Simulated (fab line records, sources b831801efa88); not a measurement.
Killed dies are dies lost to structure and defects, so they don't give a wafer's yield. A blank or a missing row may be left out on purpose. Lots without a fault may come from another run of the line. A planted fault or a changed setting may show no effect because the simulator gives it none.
One fault seen from 2 desks | flow sky130 | each desk has only its own numbers; what lay behind them comes last

THE METROLOGY DESK
What the gauges read, lot by lot, whatever tool the lot ran on: means of the sampled wafers that have a number. A lot is out of limits, marked OUT, if its mean lies more than 4 standard deviations from the usual mean; the brackets give that distance.
Columns: A = LDD_N_TW at SKY_LDD_N_TW_MEAS_17, usual 2598; B = cd_nm at SKY_LDD_P_CD_MEAS_07, usual 380.3 nm; C = LDD_P_OVL at SKY_LDD_P_OVL_MEAS_08, usual -0.4 nm
lot  | first seen here | A    | B     | C
L601 | day 17 22:34    | 2629 | 378.2 | -1.4
L606 | day 20 09:14    | 2650 | 380.5 | -0.5
L611 | day 22 00:15    | 2575 | 379.8 | 0.4
L612 | day 22 07:36    | 2572 | 372.8 | -0.2
L613 | day 22 15:15    | 2602 | 373.4 | -1.7
L622 | day 25 16:36    | 2576 | 376.1 | 0.4
This desk's finding: nothing out of limits on any of the 6 lots.

THE TOOL OWNER'S DESK: litho_track-04
The tool's own readings at SKY_LDD_P_DEVELOP_06 (develop time 60 s): means of the sampled wafers that have a number, for each lot that ran on this tool. A lot is out of limits, marked OUT, if its mean lies more than 4 standard deviations from the usual mean; the brackets give that distance.
Columns: A = developer_temp_C at SKY_LDD_P_DEVELOP_06, usual 23.00 C
lot  | first seen here | A
L606 | day 21 15:48    | 23.08
L612 | day 23 13:01    | 25.31 (+21) OUT
L613 | day 23 20:22    | 25.23 (+20) OUT
This desk's finding: out of limits on L612, L613; first on L612, day 23 13:01 (developer_temp_C at SKY_LDD_P_DEVELOP_06). In limits: L606.

PUT TOGETHER
The tool owner's desk could have raised an alarm at day 23 13:01, on L612, L613.
The metrology desk saw nothing out of limits.
The metrology desk has L612, L613 on record, within its limits.
Of the lots named, all ran SKY_LDD_P_DEVELOP_06 on litho_track-04.

WHAT THE SIMULATOR HAD PUT IN
Process parameter drift: litho_track-04, from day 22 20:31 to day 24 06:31, at SKY_LDD_P_DEVELOP_06. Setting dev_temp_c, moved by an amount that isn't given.
Lots struck among those shown: L612, L613.
Hours from the fault's start to each desk's first reading out of limits: the tool owner's desk, 16.
